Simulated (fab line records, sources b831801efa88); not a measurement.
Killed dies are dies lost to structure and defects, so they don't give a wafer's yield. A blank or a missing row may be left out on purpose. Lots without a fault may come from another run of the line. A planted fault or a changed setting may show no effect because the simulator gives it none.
Which tool did it? | flow sky130 | 13 lots, 39 wafers sampled, at 2 steps of a route of 708

WHAT THE GAUGES READ, wafer by wafer
SKY_VIA3_THK_MEAS_01.
lot  | measured     | on            | VIA3_HDPCVD_THK (nm)
L532 | day 39 05:14 | film_metro-03 | 1616 1636 1642
L533 | day 40 02:16 | film_metro-03 | 1627 1630 1601
L537 | day 40 13:11 | film_metro-02 | 1642 1662 1637
L538 | day 40 17:29 | film_metro-02 | 1631 1635 1638
L536 | day 40 19:10 | film_metro-01 | 1665 1632 1634
L539 | day 41 02:28 | film_metro-01 | 1660 1639 1650
L540 | day 41 12:22 | film_metro-01 | 1611 1627 1612
L541 | day 41 22:48 | film_metro-02 | 1629 1633 1619
L542 | day 42 00:17 | film_metro-03 | 1620 1613 1608
L543 | day 42 01:55 | film_metro-03 | 1605 1614 1602
L544 | day 42 08:04 | film_metro-03 | 1642 1626 1604
L551 | day 44 04:45 | film_metro-01 | 1938 1641 1632
L555 | day 44 20:13 | film_metro-01 | 1623 1614 1610

WHICH TOOL RAN EACH LOT (tool, then ch and the chambers of the sampled wafers, then the start)
lot  | SKY_VIA3_HDPCVD_00
L532 | hdpcvd-01 ch 0,1,2, day 39 05:04
L533 | hdpcvd-01 ch 1,2, day 40 02:05
L537 | hdpcvd-02 ch 0,1, day 40 13:01
L538 | hdpcvd-01 ch 0,1,2, day 40 17:19
L536 | hdpcvd-01 ch 0,1,2, day 40 18:59
L539 | hdpcvd-01 ch 0,1,2, day 41 02:17
L540 | hdpcvd-02 ch 1,2, day 41 12:11
L541 | hdpcvd-01 ch 0,2, day 41 22:37
L542 | hdpcvd-01 ch 0,1,2, day 42 00:07
L543 | hdpcvd-01 ch 0,1,2, day 42 01:44
L544 | hdpcvd-01 ch 0,2, day 42 07:52
L551 | hdpcvd-01 ch 0,1,2, day 44 04:35
L555 | hdpcvd-02 ch 1,2, day 44 20:03
- SKY_VIA3_HDPCVD_00: deposits SiO2, target thk 1635 nm, time 272.5 s.

WHAT THE TOOLS THEMSELVES READ (means of the sampled wafers that have a number; where no wafer has one, the mark that the record gives instead)
SKY_VIA3_HDPCVD_00.
lot  | tool      | run_length_s (s)
L532 | hdpcvd-01 | 300.2
L533 | hdpcvd-01 | 300.3
L537 | hdpcvd-02 | 300.7
L538 | hdpcvd-01 | 300.6
L536 | hdpcvd-01 | 300.2
L539 | hdpcvd-01 | 300.2
L540 | hdpcvd-02 | 299.5
L541 | hdpcvd-01 | 300.4
L542 | hdpcvd-01 | 300.3
L543 | hdpcvd-01 | 300.2
L544 | hdpcvd-01 | 300.2
L551 | hdpcvd-01 | 316.2
L555 | hdpcvd-02 | 299.8

THE ANSWER, worked out from the rows above alone
Rule: what is usual is taken from the lots themselves. Put in order of their means at a reading, lots are off if they are a third of the lots or fewer, leave a main group of 4 or more, and stand apart from it by a gap of 3 or more times the standard deviation of the main group's means; of several such gaps the widest counts. A main group whose means are all the same, to the digits that the tables above print for the reading, isn't used. A lot without any number at a reading at which 4 lots or more have one is off too. The other lots that the step has rows for count as sound. The gauges are gone through in route order, then the tools' own readings, and for those a lot's mean is taken as printed above. The first step at which some lot is off is used, and at that step the reading that is off furthest; a lot without a number counts as furthest.
Off: L551, at SKY_VIA3_THK_MEAS_01 (VIA3_HDPCVD_THK). The main group: mean 1627 nm, standard deviation 13.
A tool fits if, at a process step before that reading, it ran every lot that is off, and no sound lot after the first of them. The gauges at SKY_VIA3_THK_MEAS_01 aren't tried: what is off there is off at SKY_VIA3_HDPCVD_00 too, on other tools, and a gauge's error can't cause that. One fits: hdpcvd-01 at SKY_VIA3_HDPCVD_00. Its last sound lot is L544 (day 42 07:52), its first lot that is off L551 (day 44 04:35): a fault that began between those two fits.
The tool's own readings at SKY_VIA3_HDPCVD_00 bear it out: on the lots that are off they differ by more than 5 times the standard deviation of the sound lots' means. run_length_s reads 316.2 s there against 300.2 s on the sound lots.

WHAT THE SIMULATOR HAD PUT IN
Process parameter drift: hdpcvd-01, from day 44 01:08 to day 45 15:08, at SKY_VIA3_HDPCVD_00. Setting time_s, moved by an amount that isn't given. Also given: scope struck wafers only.
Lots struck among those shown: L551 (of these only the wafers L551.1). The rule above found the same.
